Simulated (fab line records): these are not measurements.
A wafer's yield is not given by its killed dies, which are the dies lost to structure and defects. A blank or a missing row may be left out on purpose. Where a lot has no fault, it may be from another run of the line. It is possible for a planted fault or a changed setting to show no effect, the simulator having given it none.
What tool caused it? || flow sky130 || 36 wafers from 12 lots sampled at 3 of the route's 708 steps

== WHAT EACH GAUGE READ, for each wafer ==
SKY_METAL4_OVL_MEAS_14. Usual: for METAL4_OVL the level is 2 nm and the standard deviation is 4.5.
{"lot": "L552", "measured": "day 41 17:15", "on": "overlay-02", "METAL4_OVL (nm)": "2 -2 -1", "flag": ""}
{"lot": "L553", "measured": "day 41 19:43", "on": "overlay-02", "METAL4_OVL (nm)": "1 6 4", "flag": ""}
{"lot": "L554", "measured": "day 42 06:36", "on": "overlay-02", "METAL4_OVL (nm)": "3 7 6", "flag": ""}
{"lot": "L557", "measured": "day 43 03:27", "on": "overlay-02", "METAL4_OVL (nm)": "-4 -6 -3", "flag": ""}
{"lot": "L561", "measured": "day 44 19:01", "on": "overlay-02", "METAL4_OVL (nm)": "7 0 3", "flag": ""}
{"lot": "L560", "measured": "day 44 21:30", "on": "overlay-01", "METAL4_OVL (nm)": "7 7 9", "flag": ""}
{"lot": "L563", "measured": "day 44 22:41", "on": "overlay-02", "METAL4_OVL (nm)": "7 4 10", "flag": ""}
{"lot": "L562", "measured": "day 44 22:33", "on": "overlay-02", "METAL4_OVL (nm)": "11 6 4", "flag": ""}
{"lot": "L564", "measured": "day 45 02:25", "on": "overlay-02", "METAL4_OVL (nm)": "4 -4 6", "flag": ""}
{"lot": "L567", "measured": "day 46 01:42", "on": "overlay-02", "METAL4_OVL (nm)": "-3 5 -2", "flag": ""}
{"lot": "L569", "measured": "day 46 09:16", "on": "overlay-01", "METAL4_OVL (nm)": "7 5 3", "flag": ""}
{"lot": "L572", "measured": "day 46 20:20", "on": "overlay-01", "METAL4_OVL (nm)": "-4 0 3", "flag": ""}

== WHAT TOOL EACH LOT RAN ON (gives the tool, then ch and the chambers of the sampled wafers, and finally the start) ==
{"lot": "L552", "SKY_VIA1_CLEAN_19": "wet-bench-03 ch 0, day 33 23:21", "SKY_VIA3_CMP_24": "cmp-01 ch 0,3, day 39 16:26"}
{"lot": "L553", "SKY_VIA1_CLEAN_19": "wet-bench-01 ch 1, day 34 01:24", "SKY_VIA3_CMP_24": "cmp-01 ch 0,2, day 39 17:41"}
{"lot": "L554", "SKY_VIA1_CLEAN_19": "wet-bench-02 ch 2, day 34 15:20", "SKY_VIA3_CMP_24": "cmp-01 ch 0,2,3, day 40 05:53"}
{"lot": "L557", "SKY_VIA1_CLEAN_19": "wet-bench-02 ch 3, day 35 15:16", "SKY_VIA3_CMP_24": "cmp-01 ch 0,2, day 41 03:17"}
{"lot": "L561", "SKY_VIA1_CLEAN_19": "wet-bench-03 ch 1, day 37 10:31", "SKY_VIA3_CMP_24": "cmp-02 ch 0,2,3, day 42 20:41"}
{"lot": "L560", "SKY_VIA1_CLEAN_19": "wet-bench-01 ch 0, day 37 11:28", "SKY_VIA3_CMP_24": "cmp-01 ch 1,2,3, day 42 22:53"}
{"lot": "L563", "SKY_VIA1_CLEAN_19": "wet-bench-01 ch 2, day 37 12:46", "SKY_VIA3_CMP_24": "cmp-01 ch 0,1,2, day 42 23:50"}
{"lot": "L562", "SKY_VIA1_CLEAN_19": "wet-bench-01 ch 0, day 37 13:40", "SKY_VIA3_CMP_24": "cmp-02 ch 0,1, day 42 23:23"}
{"lot": "L564", "SKY_VIA1_CLEAN_19": "wet-bench-01 ch 0, day 37 18:10", "SKY_VIA3_CMP_24": "cmp-02 ch 0,1, day 43 03:39"}
{"lot": "L567", "SKY_VIA1_CLEAN_19": "wet-bench-02 ch 1, day 38 22:10", "SKY_VIA3_CMP_24": "cmp-01 ch 0,1,3, day 44 05:08"}
{"lot": "L569", "SKY_VIA1_CLEAN_19": "wet-bench-01 ch 3, day 39 09:13", "SKY_VIA3_CMP_24": "cmp-02 ch 0,3, day 44 13:47"}
{"lot": "L572", "SKY_VIA1_CLEAN_19": "wet-bench-01 ch 1, day 39 19:46", "SKY_VIA3_CMP_24": "cmp-01 ch 0,1,3, day 45 01:16"}
- SKY_VIA1_CLEAN_19: cleans in O3/DIW.
- SKY_VIA3_CMP_24: polishes, stops on SiO2, t overpolish 20 s, target thk 0 nm.

== AS READ BY THE TOOLS THEMSELVES (means over the sampled wafers that have a number; for cases with no such wafer, the mark the record gives instead) ==
SKY_VIA3_CMP_24. Usual: head-pressure-psi 3.499 psi, standard deviation 0.0084; motor-current-A 11.3 A, standard deviation 1.5; overpolish-run-s 20.000 s, standard deviation 0.009; retaining-ring-pressure-frac 1.000, standard deviation 0.0047; time-to-endpoint-s 93 s, standard deviation 5.8.
{"lot": "L552", "tool": "cmp-01", "head-pressure-psi (psi)": 3.496, "motor-current-A (A)": 9.4, "overpolish-run-s (s)": 20.001, "retaining-ring-pressure-frac": 1.000, "time-to-endpoint-s (s)": 87, "flag": ""}
{"lot": "L553", "tool": "cmp-01", "head-pressure-psi (psi)": 3.511, "motor-current-A (A)": 11.5, "overpolish-run-s (s)": 20.000, "retaining-ring-pressure-frac": 0.996, "time-to-endpoint-s (s)": 88, "flag": ""}
{"lot": "L554", "tool": "cmp-01", "head-pressure-psi (psi)": 3.496, "motor-current-A (A)": 10.8, "overpolish-run-s (s)": 19.998, "retaining-ring-pressure-frac": 0.995, "time-to-endpoint-s (s)": 91, "flag": ""}
{"lot": "L557", "tool": "cmp-01", "head-pressure-psi (psi)": 3.517, "motor-current-A (A)": 11.7, "overpolish-run-s (s)": 19.997, "retaining-ring-pressure-frac": 0.998, "time-to-endpoint-s (s)": 91, "flag": ""}
{"lot": "L561", "tool": "cmp-02", "head-pressure-psi (psi)": 3.494, "motor-current-A (A)": 12.0, "overpolish-run-s (s)": 20.004, "retaining-ring-pressure-frac": 1.001, "time-to-endpoint-s (s)": 101, "flag": ""}
{"lot": "L560", "tool": "cmp-01", "head-pressure-psi (psi)": 3.505, "motor-current-A (A)": 11.0, "overpolish-run-s (s)": 19.996, "retaining-ring-pressure-frac": 1.006, "time-to-endpoint-s (s)": 93, "flag": ""}
{"lot": "L563", "tool": "cmp-01", "head-pressure-psi (psi)": 3.499, "motor-current-A (A)": 12.4, "overpolish-run-s (s)": 19.995, "retaining-ring-pressure-frac": 1.003, "time-to-endpoint-s (s)": 90, "flag": ""}
{"lot": "L562", "tool": "cmp-02", "head-pressure-psi (psi)": 3.502, "motor-current-A (A)": 10.6, "overpolish-run-s (s)": 20.003, "retaining-ring-pressure-frac": 0.998, "time-to-endpoint-s (s)": 102, "flag": ""}
{"lot": "L564", "tool": "cmp-02", "head-pressure-psi (psi)": 3.498, "motor-current-A (A)": 10.2, "overpolish-run-s (s)": 19.994, "retaining-ring-pressure-frac": 0.998, "time-to-endpoint-s (s)": 97, "flag": ""}
{"lot": "L567", "tool": "cmp-01", "head-pressure-psi (psi)": 3.500, "motor-current-A (A)": 10.7, "overpolish-run-s (s)": 19.998, "retaining-ring-pressure-frac": 1.000, "time-to-endpoint-s (s)": 88, "flag": ""}
{"lot": "L569", "tool": "cmp-02", "head-pressure-psi (psi)": 3.496, "motor-current-A (A)": 11.2, "overpolish-run-s (s)": 19.996, "retaining-ring-pressure-frac": 1.002, "time-to-endpoint-s (s)": 97, "flag": ""}
{"lot": "L572", "tool": "cmp-01", "head-pressure-psi (psi)": 3.506, "motor-current-A (A)": 10.8, "overpolish-run-s (s)": 19.991, "retaining-ring-pressure-frac": 1.000, "time-to-endpoint-s (s)": 92, "flag": ""}

== THE ANSWER, worked out from the rows above alone ==
Rule: a lot is off if the mean of its wafers that have a number lies more than 3 standard deviations from the usual mean. Also off: a lot with no number at a reading for which 4 or more lots have one. Any other lot the step has rows for is counted as sound. After the gauges, taken in route order, come the tools' own readings; for these a lot's mean is taken, as printed above. At the first step where some lot is off, the reading lying furthest off is the one used; lots without a number count as furthest.
None of the lots is off at any reading shown; this tells nothing.

== WHAT THE SIMULATOR HAD INSERTED ==
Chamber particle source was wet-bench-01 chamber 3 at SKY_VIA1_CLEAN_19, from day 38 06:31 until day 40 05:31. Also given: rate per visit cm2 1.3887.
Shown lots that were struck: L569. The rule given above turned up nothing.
